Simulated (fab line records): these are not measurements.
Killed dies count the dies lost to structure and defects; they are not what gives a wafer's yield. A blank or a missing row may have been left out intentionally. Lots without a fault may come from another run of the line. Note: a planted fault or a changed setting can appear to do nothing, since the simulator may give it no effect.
Shared-tool check || flow gf180mcu || Lots sampled 13, wafers sampled 51

## REASON IT WAS OPENED
4 of 13 lots carry a flag on the reading HV_LDD_2_TW at GF_HV_LDD_TW_MEAS_23. Fault-free wafers read 1053, with a standard deviation of 10.
Rule: flag the lot when none of its wafers has a number, or when each of its wafers that has one lies beyond 4 standard deviations from that mean. The rest of the lots are taken to be sound.

{"lot": "L572", "measured": "day 10 20:40", "on": "film-metro-04", "HV_LDD_2_TW, wafer by wafer": "1047 1044 1044", "flag": ""}
{"lot": "L574", "measured": "day 11 10:26", "on": "film-metro-02", "HV_LDD_2_TW, wafer by wafer": "1055 1052 1055", "flag": ""}
{"lot": "L576", "measured": "day 12 04:18", "on": "film-metro-03", "HV_LDD_2_TW, wafer by wafer": "1044 1037 1043", "flag": ""}
{"lot": "L577", "measured": "day 12 09:30", "on": "film-metro-03", "HV_LDD_2_TW, wafer by wafer": "1035 1040 1041", "flag": ""}
{"lot": "L578", "measured": "day 12 23:27", "on": "film-metro-02", "HV_LDD_2_TW, wafer by wafer": "1056 1066 1065", "flag": ""}
{"lot": "L579", "measured": "day 13 01:52", "on": "film-metro-04", "HV_LDD_2_TW, wafer by wafer": "1052 1054 1054", "flag": ""}
{"lot": "L580", "measured": "day 13 10:40", "on": "film-metro-03", "HV_LDD_2_TW, wafer by wafer": "1028 1029 1033", "flag": ""}
{"lot": "L582", "measured": "day 14 05:14", "on": "film-metro-04", "HV_LDD_2_TW, wafer by wafer": "1060 1050 1058", "flag": ""}
{"lot": "L583", "measured": "day 14 14:52", "on": "film-metro-02", "HV_LDD_2_TW, wafer by wafer": "1063 1064 1061", "flag": ""}
{"lot": "L587", "measured": "day 15 18:18", "on": "film-metro-02", "HV_LDD_2_TW, wafer by wafer": "669 676 674 672 673 674", "flag": "FLAGGED"}
{"lot": "L588", "measured": "day 16 01:12", "on": "film-metro-02", "HV_LDD_2_TW, wafer by wafer": "667 674 670 669 670 673", "flag": "FLAGGED"}
{"lot": "L589", "measured": "day 16 04:51", "on": "film-metro-02", "HV_LDD_2_TW, wafer by wafer": "671 672 669 676 668 671", "flag": "FLAGGED"}
{"lot": "L590", "measured": "day 16 13:12", "on": "film-metro-04", "HV_LDD_2_TW, wafer by wafer": "665 661 664 666 665 665", "flag": "FLAGGED"}
Average over the flagged lots: 670; offset from the usual -383, equal to -38 standard deviations.

## EACH LOT AND THE TOOL IT RAN ON
The record holds 2 process steps before the reading, out of a route of 602 steps. Cell contents, in order: the tool; ch with the chambers the sampled wafers went through; the start.
{"lot": "L572", "flag": "", "GF_VT_IMPLANT_STRIP_20": "plasma-asher-01 ch 0,1, day 6 05:51", "GF_HV_LDD_IMPLANT_21": "implanter-03 ch 0, day 10 20:25"}
{"lot": "L574", "flag": "", "GF_VT_IMPLANT_STRIP_20": "plasma-asher-03 ch 0,1, day 6 19:02", "GF_HV_LDD_IMPLANT_21": "implanter-02 ch 0, day 11 10:11"}
{"lot": "L576", "flag": "", "GF_VT_IMPLANT_STRIP_20": "plasma-asher-02 ch 0,1, day 7 09:12", "GF_HV_LDD_IMPLANT_21": "implanter-02 ch 0, day 12 04:03"}
{"lot": "L577", "flag": "", "GF_VT_IMPLANT_STRIP_20": "plasma-asher-02 ch 0,1, day 7 12:31", "GF_HV_LDD_IMPLANT_21": "implanter-02 ch 0, day 12 09:16"}
{"lot": "L578", "flag": "", "GF_VT_IMPLANT_STRIP_20": "plasma-asher-03 ch 0,1, day 7 21:56", "GF_HV_LDD_IMPLANT_21": "implanter-02 ch 0, day 12 23:12"}
{"lot": "L579", "flag": "", "GF_VT_IMPLANT_STRIP_20": "plasma-asher-03 ch 0,1, day 8 05:21", "GF_HV_LDD_IMPLANT_21": "implanter-03 ch 0, day 13 01:38"}
{"lot": "L580", "flag": "", "GF_VT_IMPLANT_STRIP_20": "plasma-asher-03 ch 0,1, day 8 10:56", "GF_HV_LDD_IMPLANT_21": "implanter-03 ch 0, day 13 10:27"}
{"lot": "L582", "flag": "", "GF_VT_IMPLANT_STRIP_20": "plasma-asher-03 ch 0,1, day 9 02:12", "GF_HV_LDD_IMPLANT_21": "implanter-01 ch 0, day 14 05:02"}
{"lot": "L583", "flag": "", "GF_VT_IMPLANT_STRIP_20": "plasma-asher-03 ch 0,1, day 9 07:34", "GF_HV_LDD_IMPLANT_21": "implanter-03 ch 0, day 14 14:37"}
{"lot": "L587", "flag": "FLAGGED", "GF_VT_IMPLANT_STRIP_20": "plasma-asher-03 ch 0,1, day 10 07:36", "GF_HV_LDD_IMPLANT_21": "implanter-02 ch 0, day 15 18:03"}
{"lot": "L588", "flag": "FLAGGED", "GF_VT_IMPLANT_STRIP_20": "plasma-asher-02 ch 0,1, day 10 12:31", "GF_HV_LDD_IMPLANT_21": "implanter-03 ch 0, day 16 00:58"}
{"lot": "L589", "flag": "FLAGGED", "GF_VT_IMPLANT_STRIP_20": "plasma-asher-02 ch 0,1, day 10 18:25", "GF_HV_LDD_IMPLANT_21": "implanter-02 ch 0, day 16 04:36"}
{"lot": "L590", "flag": "FLAGGED", "GF_VT_IMPLANT_STRIP_20": "plasma-asher-01 ch 0, day 11 00:49", "GF_HV_LDD_IMPLANT_21": "implanter-03 ch 0, day 16 12:58"}
What the steps here do:
- GF_VT_IMPLANT_STRIP_20: strips in O2/N2.
- GF_HV_LDD_IMPLANT_21
- GF_HV_LDD_TW_MEAS_23

## FLAGGED AGAINST TOTAL, ONE TOOL AT A TIME (gauges that did the reading follow at the end)
{"step": "GF_VT_IMPLANT_STRIP_20", "tool": "plasma-asher-01", "lots run": 2, "flagged": 1, "share of the flagged lots": "some", "sound lots run after its first flagged lot": 0}
{"step": "GF_VT_IMPLANT_STRIP_20", "tool": "plasma-asher-02", "lots run": 4, "flagged": 2, "share of the flagged lots": "some", "sound lots run after its first flagged lot": 0}
{"step": "GF_VT_IMPLANT_STRIP_20", "tool": "plasma-asher-03", "lots run": 7, "flagged": 1, "share of the flagged lots": "some", "sound lots run after its first flagged lot": 0}
{"step": "GF_HV_LDD_IMPLANT_21", "tool": "implanter-01", "lots run": 1, "flagged": 0, "share of the flagged lots": "none", "sound lots run after its first flagged lot": "-"}
{"step": "GF_HV_LDD_IMPLANT_21", "tool": "implanter-02", "lots run": 6, "flagged": 2, "share of the flagged lots": "some", "sound lots run after its first flagged lot": 0}
{"step": "GF_HV_LDD_IMPLANT_21", "tool": "implanter-03", "lots run": 6, "flagged": 2, "share of the flagged lots": "some", "sound lots run after its first flagged lot": 0}
{"step": "GF_HV_LDD_TW_MEAS_23", "tool": "film-metro-02", "lots run": 6, "flagged": 3, "share of the flagged lots": "some", "sound lots run after its first flagged lot": 0}
{"step": "GF_HV_LDD_TW_MEAS_23", "tool": "film-metro-03", "lots run": 3, "flagged": 0, "share of the flagged lots": "none", "sound lots run after its first flagged lot": "-"}
{"step": "GF_HV_LDD_TW_MEAS_23", "tool": "film-metro-04", "lots run": 4, "flagged": 1, "share of the flagged lots": "some", "sound lots run after its first flagged lot": 0}

## WHAT IS ALLOWED BY THE TABLE
No row of the table ran every flagged lot.

## WHAT HAD BEEN PUT IN BY THE SIMULATOR
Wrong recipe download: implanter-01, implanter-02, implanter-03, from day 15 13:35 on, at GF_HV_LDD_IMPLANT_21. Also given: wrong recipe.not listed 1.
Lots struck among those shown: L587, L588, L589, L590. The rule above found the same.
